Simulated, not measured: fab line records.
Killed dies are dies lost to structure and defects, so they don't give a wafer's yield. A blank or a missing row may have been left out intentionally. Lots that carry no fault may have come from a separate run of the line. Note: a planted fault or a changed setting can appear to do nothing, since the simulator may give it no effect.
Chamber matching	flow sky130	SKY_CONTACT_ETCH_16 on rie_diel-04: 4 sister chambers
The step etches BARC in N2/H2, stops on SiO2, time 45.9 s, target depth 60 nm. 20 wafers are shown with their chamber, then 10 later ones without.

## WAFERS, EACH WITH ITS CHAMBER
wafer	chamber	drypump_motor_current_A (A)	rf_fwd_power_W (W)	throttle_valve_pct (%)
L075.1	2	6.3	493.8	13.220
L075.2	3	5.9	494.1	13.227
L075.4	3	5.9	493.3	13.240
L080.1	3	5.9	498.7	13.214
L080.2	2	6.3	494.1	13.222
L080.5	0	5.7	493.9	13.215
L082.1	0	5.7	493.2	13.221
L082.4	0	5.7	494.1	13.219
L082.6	0	5.7	495.0	13.231
L083.4	3	5.9	495.7	13.211
L083.5	1	5.1	495.8	13.218
L083.6	0	5.7	492.5	13.235
L089.2	3	5.9	496.5	13.225
L089.3	0	5.7	492.2	13.215
L089.4	1	5.1	493.6	13.213
L091.2	1	5.1	494.6	13.215
L091.3	2	6.2	494.1	13.234
L091.6	0	5.8	492.8	13.221
L092.1	0	5.7	493.1	13.237
L092.3	1	5.1	491.3	13.221

SIGNATURES, as means of the wafers listed above
reading	chamber 0	chamber 1	chamber 2	chamber 3	scatter within a chamber
drypump_motor_current_A	5.713	5.100	6.267	5.900	0.031
rf_fwd_power_W	493.350	493.825	494.000	495.660	1.48
throttle_valve_pct	13.22425	13.21675	13.22533	13.22340	0.00876
Rule: a wafer's distance from a chamber is the root of the sum, over the readings, of the square of ((its reading less the chamber's mean) divided by the reading's scatter). The wafer belongs to the nearest chamber; if the next one is less than 2 further off, it can't be placed. The scatter: the root of (the sum of the squares of (reading less its chamber's mean) over the shown wafers, divided by (wafers less chambers)).

## WAFERS WITH NO CHAMBER GIVEN
wafer	drypump_motor_current_A (A)	rf_fwd_power_W (W)	throttle_valve_pct (%)
L092.4	6.3	492.1	13.221
L093.2	5.8	494.5	13.228
L093.5	5.8	495.3	13.229
L093.6	5.9	494.0	13.223
L094.1	6.3	493.7	13.225
L094.4	5.7	493.5	13.210
L094.6	5.1	493.0	13.226
L095.1	5.1	493.9	13.217
L095.2	5.7	492.7	13.234
L095.5	5.1	492.0	13.222

## WHICH CHAMBER EACH ONE RAN IN
wafer	from the rows above	in truth
L092.4	2	2
L093.2	can't be placed: 0 or 3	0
L093.5	can't be placed: 0 or 3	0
L093.6	3	3
L094.1	2	2
L094.4	0	0
L094.6	1	1
L095.1	1	1
L095.2	0	0
L095.5	1	1
Placed correctly: 8 of 10. These rows do not allow placing 2 (true chamber among the candidates in 2). Number placed wrongly: 0.
